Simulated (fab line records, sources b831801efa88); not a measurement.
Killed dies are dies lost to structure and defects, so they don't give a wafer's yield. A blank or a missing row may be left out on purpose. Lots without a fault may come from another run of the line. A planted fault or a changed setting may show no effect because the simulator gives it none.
fab line records | flow gf180mcu
record lots=24 wafers=72 last_day=34
route steps=602 shown M3@410 V3@433 MIM@507 V5@543 TOP_METAL@568
lots that met no fault: from a run of the same line without faults
start_h: hours from the record's first day to the start of the lot's first wafer shown | wait_h: hours since the lot's step before | " the same as in the row above | L1.1+2: a row that stands for several wafers | - no value, or no start given | * or withheld: withheld | < > ~ a bound
route shown NAME@n: a module of which the file shows steps, and the number in the route of the first | usual: mean/standard deviation of fault-free wafers | same: alike in all rows | chamber/n: place in a boat | sites: the reading at each site | _std_site: their standard deviation | _edge_site: outer sites' mean less inner sites' | radius_mm: how far each site lies from the wafer's centre | mask NAME#n: copy n | behind: the tool/chamber that last shaped the wafer | hold: why the lot was held/for how many hours/how that ended | device: the transistor (n, p or np) that didn't switch | end of line: the same wafers' tests at the end of the route | a step without rows: its recipe alone | killed: dies lost to structure and defects at the first sort, not the wafer's yield | map: a wafer's dies, x killed, . not, _ none there
set.NAME: the setting as run; set.NAME@STEP: as run at that earlier step | model.NAME: the simulator's own value behind a step, which no gauge read
steps of the route over a sample of lots; a table a step, a row a wafer
services: from which hour (start_h, from the record's first day; less than 0 if before it) a tool's chamber was out of use, for how many hours, and why
## steps
# step GF_M3_SPUTTER_01
# recipe material=TiN target_thk_nm=30 power_w=6500 time_s=25 chamber_pressure_pa=0.4
# usual chamber_pressure_pa=0.4001/0.00077 throttle_valve_pct=30.3/1.2
# columns lot.wafer tool chamber start_h wait_h chamber_pressure_pa throttle_valve_pct
L074.2 pvd_sputter-03 - 454.39 0.1 0.4017 30.8
L074.3 " - " " 0.3999 30.6
L074.5 " - " " 0.4000 30.6
L075.2 pvd_sputter-03 - 460.64 0.1 0.4003 28.9
L075.4 " - " " 0.4001 30.9
L075.6 " - " " 0.4008 29.1
L076.1 pvd_sputter-04 - 481.89 0.1 0.4002 31.8
L076.3 " - " " 0.3998 30.6
L076.4 " - " " 0.3999 29.4
L077.4 pvd_sputter-04 - 484.68 0.1 0.4007 31.6
L077.5 " - " " 0.3993 30.6
L077.6 " - " " 0.4000 29.6
L078.3 pvd_sputter-03 - 499.29 0.1 0.3999 30.8
L078.4 " - " " 0.4001 30.4
L078.6 " - " " 0.4005 29.2
L080.3 pvd_sputter-02 - 515.64 0.1 0.4010 29.7
L080.5 " - " " 0.3989 31.8
L080.6 " - " " 0.3998 31.5
L079.1 pvd_sputter-03 - 516.58 0.1 0.4009 28.9
L079.4 " - " " 0.4000 29.0
L079.6 " - " " 0.3994 30.6
L081.1 pvd_sputter-03 - 533.13 0.1 0.4010 30.9
L081.3 " - " " 0.4008 30.7
L081.5 " - " " 0.4005 30.4
L082.3 pvd_sputter-04 - 539.23 0.1 0.3994 30.6
L082.4 " - " " 0.3996 31.1
L082.5 " - " " 0.3996 31.3
L083.2 pvd_sputter-02 - 560.89 0.1 0.3990 27.2
L083.4 " - " " 0.4000 31.5
L083.5 " - " " 0.3990 29.8
L085.4 pvd_sputter-03 - 562.47 0.1 0.3981 29.3
L085.5 " - " " 0.3997 30.6
L085.6 " - " " 0.3999 30.7
L084.2 pvd_sputter-02 - 569.61 0.1 0.3992 31.7
L084.5 " - " " 0.4001 31.4
L084.6 " - " " 0.4001 27.4
L086.1 pvd_sputter-04 - 582.44 0.1 0.4006 30.9
L086.3 " - " " 0.4009 29.4
L086.4 " - " " 0.3996 30.5
L087.2 pvd_sputter-02 - 582.98 0.1 0.3994 29.9
L087.4 " - " " 0.4006 27.3
L087.6 " - " " 0.4003 27.5
L088.2 pvd_sputter-02 - 592.90 0.1 0.4010 29.9
L088.5 " - " " 0.4000 27.5
L088.6 " - " " 0.4005 29.8
L089.3 pvd_sputter-03 - 596.01 0.1 0.3999 29.4
L089.4 " - " " 0.3998 31.2
L089.6 " - " " 0.3997 30.7
L090.2 pvd_sputter-02 - 607.45 0.1 0.3999 31.5
L090.3 " - " " 0.4005 31.8
L090.5 " - " " 0.4013 27.2
L092.1 pvd_sputter-03 - 611.21 0.1 0.3985 31.4
L092.2 " - " " 0.3994 30.5
L092.6 " - " " 0.4018 30.4
L091.1 pvd_sputter-04 - 612.93 0.1 0.4003 31.7
L091.2 " - " " 0.3995 30.4
L091.4 " - " " 0.3994 29.8
L093.4 pvd_sputter-03 - 622.53 0.1 0.3995 30.6
L093.5 " - " " 0.3993 31.0
L093.6 " - " " 0.3993 28.9
L094.2 pvd_sputter-02 - 630.01 0.1 0.4002 29.9
L094.3 " - " " 0.4008 31.6
L094.4 " - " " 0.4001 27.5
L095.2 pvd_sputter-04 - 642.43 0.1 0.3990 31.2
L095.4 " - " " 0.4005 31.4
L095.5 " - " " 0.4009 31.2
L096.2 pvd_sputter-03 - 645.01 0.1 0.4007 31.0
L096.3 " - " " 0.3993 29.1
L096.5 " - " " 0.4011 31.2
L097.3 pvd_sputter-02 - 654.08 0.1 0.4004 31.6
L097.4 " - " " 0.3995 31.4
L097.5 " - " " 0.4004 29.7
# step GF_V3_CMP_04
# recipe material=SiO2 down_force_psi=4 platen_rpm=60 pad_velocity_m_s=0.94248
# usual motor_current_A=12.3/1.1 slurry_filter_dp_kPa=13.49/0.15 slurry_flow_ml_min=150.0/0.5 time_to_endpoint_s=81/5
# columns lot.wafer tool chamber start_h wait_h motor_current_A slurry_filter_dp_kPa slurry_flow_ml_min time_to_endpoint_s
L074.2 cmp-02 3 479.60 0.0 13.3 13.45 150.2 77
L074.3 " 1 " " 11.4 13.77 150.6 74
L074.5 " 3 " " 13.5 13.64 150.8 85
L075.4 cmp-02 1 486.34 0.0 11.1 13.26 149.4 81
L075.2 " 0 " " 13.2 13.45 149.7 78
L075.6 " 1 " " 11.4 13.65 150.1 82
L076.4 cmp-01 3 506.56 0.0 10.6 13.57 150.9 75
L076.1 " 0 " " 13.3 13.34 150.1 81
L076.3 " 2 " " 12.7 13.31 150.1 74
L077.4 cmp-01 0 509.74 0.0 12.9 13.28 150.3 83
L077.6 " 0 " " 13.2 13.51 150.5 83
L077.5 " 1 " " 11.0 13.43 150.5 89
L078.4 cmp-02 1 524.05 0.1 10.9 13.44 150.3 82
L078.3 " 3 " " 14.2 13.41 150.2 76
L078.6 " 0 " " 13.5 13.61 149.2 83
L080.3 cmp-02 3 539.35 0.1 13.5 13.49 150.1 82
L080.6 " 2 " " 13.1 13.74 149.6 85
L080.5 " 3 " " 13.8 13.45 150.5 83
L079.4 cmp-01 0 540.39 0.1 11.9 13.53 149.7 87
L079.1 " 1 " " 11.9 13.43 149.9 85
L079.6 " 3 " " 10.7 13.51 150.1 86
L081.1 cmp-01 2 557.26 0.1 12.8 13.63 149.5 81
L081.3 " 3 " " 10.7 13.59 149.5 72
L081.5 " 2 " " 12.6 13.46 150.0 80
L082.4 cmp-02 1 563.14 0.0 11.4 13.35 149.5 78
L082.3 " 0 " " 13.5 13.50 150.2 83
L082.5 " 1 " " 11.4 13.36 150.3 81
L083.4 cmp-01 2 583.84 0.0 12.9 13.43 149.9 92
L083.2 " 1 " " 12.2 13.34 150.4 87
L083.5 " 2 " " 12.2 13.45 150.9 84
L085.4 cmp-02 0 585.39 0.0 13.9 13.47 149.5 91
L085.6 " 0 " " 14.0 13.44 150.1 85
L085.5 " 1 " " 11.5 13.40 149.9 83
L084.2 cmp-02 0 592.85 0.2 13.8 13.35 150.2 85
L084.5 " 1 " " 11.4 13.47 150.3 84
L084.6 " 2 " " 12.7 13.69 150.5 84
L086.1 cmp-01 3 604.40 0.1 10.9 13.40 149.7 78
L086.3 " 0 " " 13.2 13.51 149.4 80
L086.4 " 1 " " 11.1 13.52 149.1 88
L087.2 cmp-01 3 605.20 0.1 11.2 13.52 149.7 82
L087.4 " 1 " " 11.6 13.43 149.1 84
L087.6 " 2 " " 12.3 13.63 149.6 87
L088.2 cmp-02 1 614.69 0.0 11.4 13.38 150.2 81
L088.5 " 1 " " 11.7 13.54 150.3 80
L088.6 " 2 " " 12.5 13.49 149.1 77
L089.3 cmp-01 3 618.05 0.0 10.4 13.77 149.8 83
L089.4 " 1 " " 11.1 13.63 150.2 90
L089.6 " 0 " " 13.0 13.45 151.0 84
L090.2 cmp-02 0 628.47 0.0 13.6 13.38 150.0 76
L090.3 " 1 " " 10.8 13.34 149.4 77
L090.5 " 1 " " 11.3 13.27 149.1 85
L092.2 cmp-01 2 632.80 0.0 12.9 13.62 150.1 79
L092.1 " 3 " " 11.0 13.55 150.8 71
L092.6 " 3 " " 10.9 13.69 149.6 79
L091.2 cmp-02 0 634.54 0.0 13.1 13.34 150.7 88
L091.1 " 1 " " 11.0 13.28 150.0 84
L091.4 " 2 " " 12.7 13.30 150.1 84
L093.4 cmp-01 0 643.89 0.2 12.8 13.82 150.1 73
L093.5 " 1 " " 11.4 13.53 150.3 84
L093.6 " 2 " " 12.6 13.43 149.1 89
L094.4 cmp-02 1 651.14 0.1 11.7 13.49 150.0 91
L094.2 " 2 " " 12.2 13.55 150.8 79
L094.3 " 3 " " 13.8 13.11 151.0 88
L095.4 cmp-01 1 662.94 0.1 11.2 13.41 150.1 89
L095.2 " 2 " " 12.8 13.29 149.5 79
L095.5 " 0 " " 12.1 13.64 151.0 83
L096.2 cmp-01 1 667.10 1.6 11.7 13.46 150.1 82
L096.3 " 2 " " 12.3 13.50 150.4 79
L096.5 " 3 " " 10.9 13.62 150.1 89
L097.3 cmp-02 3 674.74 0.1 13.9 13.58 149.2 82
L097.4 " 1 " " 10.8 13.50 150.6 81
L097.5 " 2 " " 12.0 13.50 150.1 80
# step GF_MIM_SPUTTER_04
# recipe material=TiN target_thk_nm=50 power_w=6500 time_s=41.7 chamber_pressure_pa=0.4
# usual chamber_pressure_pa=0.3999/0.0008 throttle_valve_pct=30.4/1.1
# columns lot.wafer tool chamber start_h wait_h chamber_pressure_pa throttle_valve_pct
L074.2 pvd_sputter-04 - 554.55 0.0 0.4008 30.9
L074.3 " - " " 0.4001 31.5
L074.5 " - " " 0.4001 31.6
L075.2 pvd_sputter-04 - 560.88 0.0 0.3997 29.2
L075.4 " - " " 0.4001 30.5
L075.6 " - " " 0.3995 30.1
L076.1 pvd_sputter-03 - 580.09 0.0 0.4008 30.7
L076.3 " - " " 0.4000 30.6
L076.4 " - " " 0.4003 29.0
L077.4 pvd_sputter-03 - 583.66 0.0 0.4007 31.2
L077.5 " - " " 0.3995 30.6
L077.6 " - " " 0.3996 29.3
L078.3 pvd_sputter-04 - 594.46 0.0 0.3989 30.2
L078.4 " - " " 0.4003 29.6
L078.6 " - " " 0.3979 30.3
L080.3 pvd_sputter-04 - 609.28 0.0 0.4003 30.3
L080.5 " - " " 0.4008 31.2
L080.6 " - " " 0.4002 29.4
L079.1 pvd_sputter-04 - 611.64 0.0 0.3994 29.7
L079.4 " - " " 0.3999 30.0
L079.6 " - " " 0.4009 31.1
L081.1 pvd_sputter-02 - 626.38 0.0 0.4007 31.6
L081.3 " - " " 0.3987 29.9
L081.5 " - " " 0.4005 31.7
L082.3 pvd_sputter-03 - 631.73 0.0 0.3995 30.8
L082.4 " - " " 0.4012 30.4
L082.5 " - " " 0.3994 30.3
L083.2 pvd_sputter-04 - 650.47 0.0 0.4005 30.9
L083.4 " - " " 0.3988 29.1
L083.5 " - " " 0.3997 30.5
L085.4 pvd_sputter-02 - 650.77 0.0 0.3991 27.3
L085.5 " - " " 0.3998 29.8
L085.6 " - " " 0.3979 27.3
L084.2 pvd_sputter-03 - 658.38 0.0 0.3992 29.0
L084.5 " - " " 0.4009 30.6
L084.6 " - " " 0.3998 30.5
L087.2 pvd_sputter-04 - 669.74 0.0 0.4005 31.1
L087.4 " - " " 0.3994 29.4
L087.6 " - " " 0.4006 31.2
L086.1 pvd_sputter-03 - 670.04 0.0 0.3993 30.9
L086.3 " - " " 0.4003 29.2
L086.4 " - " " 0.3997 30.4
L088.2 pvd_sputter-04 - 677.98 0.0 0.4000 31.1
L088.5 " - " " 0.3995 31.6
L088.6 " - " " 0.4000 31.1
L089.3 pvd_sputter-02 - 681.71 0.0 0.4000 31.6
L089.4 " - " " 0.3999 31.6
L089.6 " - " " 0.3996 31.6
L090.2 pvd_sputter-03 - 690.91 0.0 0.3997 31.0
L090.3 " - " " 0.4004 29.2
L090.5 " - " " 0.4005 30.9
L092.1 pvd_sputter-02 - 695.67 0.0 0.3985 27.1
L092.2 " - " " 0.3983 31.6
L092.6 " - " " 0.3994 27.6
L091.1 pvd_sputter-04 - 696.84 0.0 0.3988 29.5
L091.2 " - " " 0.4009 31.4
L091.4 " - " " 0.3995 29.6
L093.4 pvd_sputter-02 - 705.08 0.0 0.3989 31.4
L093.5 " - " " 0.3990 30.0
L093.6 " - " " 0.3992 31.6
L094.2 pvd_sputter-03 - 713.09 0.0 0.4006 30.6
L094.3 " - " " 0.4003 31.3
L094.4 " - " " 0.3995 30.7
L095.2 pvd_sputter-04 - 723.61 0.0 0.3980 30.1
L095.4 " - " " 0.4007 30.9
L095.5 " - " " 0.4016 31.6
L096.2 pvd_sputter-02 - 726.43 0.0 0.4003 27.1
L096.3 " - " " 0.3999 31.4
L096.5 " - " " 0.3982 31.5
L097.3 pvd_sputter-02 - 743.15 0.0 0.3992 31.9
L097.4 " - " " 0.3988 29.9
L097.5 " - " " 0.4000 31.4
# step GF_V5_THK_MEAS_03
# recipe reads=SiO2_of_V5_CVD_02
# usual V5_CVD_02_THK=1453/20
# columns lot.wafer tool chamber start_h wait_h V5_CVD_02_THK[nm]
L074.2 film_metro-01 - 600.06 0.1 1437
L074.3 " - " " 1436
L074.5 " - " " 1458
L075.2 film_metro-01 - 605.02 0.1 1458
L075.4 " - " " 1479
L075.6 " - " " 1465
L076.1 film_metro-04 - 623.65 0.1 1441
L076.3 " - " " 1424
L076.4 " - " " 1456
L077.4 film_metro-02 - 626.71 0.0 1468
L077.5 " - " " 1474
L077.6 " - " " 1510
L078.3 film_metro-01 - 636.74 0.1 1433
L078.4 " - " " 1444
L078.6 " - " " 1452
L080.3 film_metro-01 - 651.78 0.1 1432
L080.5 " - " " 1452
L080.6 " - " " 1456
L079.1 film_metro-04 - 653.28 0.1 1436
L079.4 " - " " 1457
L079.6 " - " " 1469
L081.1 film_metro-02 - 666.63 0.1 1417
L081.3 " - " " 1434
L081.5 " - " " 1457
L082.3 film_metro-04 - 672.35 0.1 1447
L082.4 " - " " 1474
L082.5 " - " " 1471
L083.2 film_metro-02 - 691.05 0.1 1433
L083.4 " - " " 1499
L083.5 " - " " 1480
L085.4 film_metro-02 - 691.38 0.0 1464
L085.5 " - " " 1431
L085.6 " - " " 1465
L084.2 film_metro-04 - 697.83 0.1 1482
L084.5 " - " " 1478
L084.6 " - " " 1487
L087.2 film_metro-01 - 708.69 0.1 1432
L087.4 " - " " 1447
L087.6 " - " " 1494
L086.1 film_metro-04 - 709.53 0.1 1436
L086.3 " - " " 1442
L086.4 " - " " 1478
L088.2 film_metro-04 - 717.16 0.1 1423
L088.5 " - " " 1452
L088.6 " - " " 1456
L089.3 film_metro-01 - 719.99 0.1 1429
L089.4 " - " " 1432
L089.6 " - " " 1475
L090.2 film_metro-01 - 740.32 0.1 1472
L090.3 " - " " 1472
L090.5 " - " " 1490
L092.1 film_metro-04 - 741.77 0.1 1453
L092.2 " - " " 1457
L092.6 " - " " 1481
L091.1 film_metro-04 - 741.95 0.2 1431
L091.2 " - " " 1423
L091.4 " - " " 1443
L094.2 film_metro-01 - 745.34 1.6 1437
L094.3 " - " " 1434
L094.4 " - " " 1462
L095.2 film_metro-01 - 745.40 1.6 1447
L095.4 " - " " 1455
L095.5 " - " " 1440
L093.4 film_metro-01 - 745.48 1.6 1473
L093.5 " - " " 1448
L093.6 " - " " 1466
L096.2 film_metro-01 - 745.70 1.5 1411
L096.3 " - " " 1440
L096.5 " - " " 1452
L097.3 film_metro-02 - 778.41 0.1 1446
L097.4 " - " " 1483
L097.5 " - " " 1477
# step GF_V5_RS_MEAS_24
# recipe thk_meas_gauge=four-point-probe reads=W_of_V5_CVD_23+TiN_of_V5_SPUTTER_22+Ti_of_V5_SPUTTER_21
# usual V5_W_RS=0.327/0.0037
# columns lot.wafer tool chamber start_h wait_h V5_W_RS[ohm/sq]
L074.2 film_metro-02 - 621.58 0.1 0.329
L074.3 " - " " 0.331
L074.5 " - " " 0.327
L075.2 film_metro-01 - 626.25 0.1 0.328
L075.4 " - " " 0.327
L075.6 " - " " 0.328
L076.1 film_metro-02 - 645.40 0.1 0.328
L076.3 " - " " 0.326
L076.4 " - " " 0.321
L077.4 film_metro-02 - 648.60 0.1 0.328
L077.5 " - " " 0.329
L077.6 " - " " 0.325
L078.3 film_metro-04 - 658.26 0.1 0.326
L078.4 " - " " 0.322
L078.6 " - " " 0.325
L080.3 film_metro-01 - 672.73 0.1 0.320
L080.5 " - " " 0.324
L080.6 " - " " 0.330
L079.1 film_metro-02 - 673.41 0.1 0.326
L079.4 " - " " 0.326
L079.6 " - " " 0.324
L081.1 film_metro-04 - 687.94 0.1 0.331
L081.3 " - " " 0.330
L081.5 " - " " 0.333
L082.3 film_metro-02 - 692.99 0.2 0.328
L082.4 " - " " 0.326
L082.5 " - " " 0.327
L083.2 film_metro-04 - 711.24 0.1 0.328
L083.4 " - " " 0.326
L083.5 " - " " 0.325
L085.4 film_metro-02 - 711.59 0.1 0.329
L085.5 " - " " 0.326
L085.6 " - " " 0.333
L084.2 film_metro-01 - 717.52 0.1 0.325
L084.5 " - " " 0.324
L084.6 " - " " 0.329
L087.2 film_metro-02 - 739.88 0.1 0.331
L087.4 " - " " 0.326
L087.6 " - " " 0.330
L086.1 film_metro-04 - 740.45 0.1 0.326
L086.3 " - " " 0.327
L086.4 " - " " 0.324
L089.3 film_metro-01 - 743.15 0.8 0.335
L089.4 " - " " 0.336
L089.6 " - " " 0.331
L088.2 film_metro-01 - 743.31 0.9 0.332
L088.5 " - " " 0.327
L088.6 " - " " 0.324
L090.2 film_metro-04 - 748.00 0.1 0.327
L090.3 " - " " 0.326
L090.5 " - " " 0.327
L092.1 film_metro-04 - 754.48 0.1 0.324
L092.2 " - " " 0.328
L092.6 " - " " 0.327
L091.1 film_metro-04 - 755.37 0.1 0.326
L091.2 " - " " 0.318
L091.4 " - " " 0.317
L094.2 film_metro-01 - 765.85 0.1 0.323
L094.3 " - " " 0.319
L094.4 " - " " 0.324
L095.2 film_metro-04 - 766.09 0.1 0.338
L095.4 " - " " 0.335
L095.5 " - " " 0.335
L093.4 film_metro-04 - 766.99 0.1 0.325
L093.5 " - " " 0.326
L093.6 " - " " 0.327
L096.2 film_metro-01 - 767.14 0.1 0.330
L096.3 " - " " 0.333
L096.5 " - " " 0.331
L097.3 film_metro-01 - 795.72 0.1 0.328
L097.4 " - " " 0.322
L097.5 " - " " 0.322
# step GF_TOP_METAL_SPUTTER_01
# recipe material=TiN target_thk_nm=30 power_w=6500 time_s=25 chamber_pressure_pa=0.4
# usual chamber_pressure_pa=0.4001/0.00085 throttle_valve_pct=30.6/0.81
# columns lot.wafer tool chamber start_h wait_h chamber_pressure_pa throttle_valve_pct
L074.2 pvd_sputter-04 - 622.14 0.1 0.4000 31.0
L074.3 " - " " 0.3999 30.1
L074.5 " - " " 0.4011 31.5
L075.2 pvd_sputter-04 - 626.81 0.1 0.4001 30.9
L075.4 " - " " 0.4002 30.4
L075.6 " - " " 0.4004 30.7
L076.1 pvd_sputter-04 - 645.98 0.1 0.3989 31.5
L076.3 " - " " 0.3988 31.1
L076.4 " - " " 0.3982 29.3
L077.4 pvd_sputter-01 - 649.12 0.1 0.4001 31.2
L077.5 " - " " 0.3998 30.8
L077.6 " - " " 0.4002 31.6
L078.3 pvd_sputter-03 - 658.80 0.1 0.4000 30.8
L078.4 " - " " 0.3995 30.5
L078.6 " - " " 0.3987 29.2
L080.3 pvd_sputter-04 - 673.27 0.1 0.4000 30.4
L080.5 " - " " 0.4002 30.6
L080.6 " - " " 0.4008 31.7
L079.1 pvd_sputter-03 - 673.99 0.1 0.3999 29.3
L079.4 " - " " 0.4001 30.7
L079.6 " - " " 0.4005 28.9
L081.1 pvd_sputter-04 - 688.52 0.1 0.3991 31.5
L081.3 " - " " 0.4004 30.5
L081.5 " - " " 0.4002 29.6
L082.3 pvd_sputter-03 - 693.53 0.1 0.4009 30.4
L082.4 " - " " 0.4005 30.9
L082.5 " - " " 0.4000 30.4
L083.2 pvd_sputter-04 - 711.80 0.1 0.3997 29.7
L083.4 " - " " 0.4005 31.2
L083.5 " - " " 0.4002 31.0
L085.4 pvd_sputter-03 - 712.11 0.1 0.4007 30.4
L085.5 " - " " 0.3998 31.2
L085.6 " - " " 0.3992 29.4
L084.2 pvd_sputter-01 - 718.08 0.1 0.3990 31.7
L084.5 " - " " 0.4016 29.6
L084.6 " - " " 0.4010 31.4
L087.2 pvd_sputter-04 - 740.61 0.1 0.4002 30.4
L087.4 " - " " 0.3993 31.1
L087.6 " - " " 0.3993 31.0
L086.1 pvd_sputter-04 - 741.21 0.1 0.4006 31.1
L086.3 " - " " 0.4010 30.3
L086.4 " - " " 0.3993 29.4
L089.3 pvd_sputter-01 - 743.81 0.1 0.3998 29.6
L089.4 " - " " 0.3993 31.3
L089.6 " - " " 0.4011 29.7
L088.2 pvd_sputter-03 - 744.11 0.1 0.4026 30.9
L088.5 " - " " 0.4007 31.0
L088.6 " - " " 0.4016 30.6
L090.2 pvd_sputter-03 - 751.89 0.1 0.3991 29.3
L090.3 " - " " 0.3997 31.2
L090.5 " - " " 0.4009 30.5
L092.1 pvd_sputter-01 - 755.06 0.1 0.4005 29.3
L092.2 " - " " 0.4008 31.4
L092.6 " - " " 0.3993 29.5
L091.1 pvd_sputter-04 - 755.95 0.1 0.3996 31.5
L091.2 " - " " 0.4011 29.5
L091.4 " - " " 0.3998 30.3
L094.2 pvd_sputter-01 - 766.41 0.1 0.4008 29.6
L094.3 " - " " 0.4005 31.6
L094.4 " - " " 0.3992 31.0
L095.2 pvd_sputter-03 - 766.65 0.1 0.4021 30.5
L095.4 " - " " 0.4015 30.8
L095.5 " - " " 0.4019 30.8
L093.4 pvd_sputter-01 - 767.51 0.1 0.3997 31.4
L093.5 " - " " 0.3988 31.4
L093.6 " - " " 0.3984 31.0
L096.2 pvd_sputter-01 - 767.89 0.1 0.3992 29.2
L096.3 " - " " 0.4009 31.5
L096.5 " - " " 0.4010 30.9
L097.3 pvd_sputter-03 - 796.26 0.1 0.4009 30.5
L097.4 " - " " 0.3997 31.1
L097.5 " - " " 0.4004 30.4
## services
# columns tool chamber start_h hours kind
pvd_sputter-03 - 442.39 1.3 repair
pvd_sputter-03 - 462.42 2.6 repair
cmp-02 - 467.31 0.3 repair
pvd_sputter-04 - 515.84 4.2 repair
pvd_sputter-02 - 517.58 5.1 repair
pvd_sputter-03 - 562.72 4.9 repair
cmp-01 - 566.35 1.5 repair
cmp-01 - 572.16 4.0 pm
pvd_sputter-04 - 574.91 3.3 repair
cmp-02 - 576.16 8.2 pm
cmp-02 - 596.35 0.3 repair
pvd_sputter-04 - 598.76 6.2 repair
pvd_sputter-02 - 600.47 3.8 repair
cmp-02 - 659.28 11.0 repair
cmp-02 - 659.65 1.3 repair
pvd_sputter-02 - 667.29 0.6 repair
pvd_sputter-03 - 694.33 2.5 repair
cmp-02 - 697.31 1.0 repair
cmp-01 - 710.37 1.0 repair
cmp-02 - 728.00 0.9 repair
pvd_sputter-03 - 762.52 0.7 repair
pvd_sputter-04 - 766.40 8.5 repair
pvd_sputter-03 - 767.23 5.6 repair
pvd_sputter-03 - 769.62 5.9 repair
## key
fault none
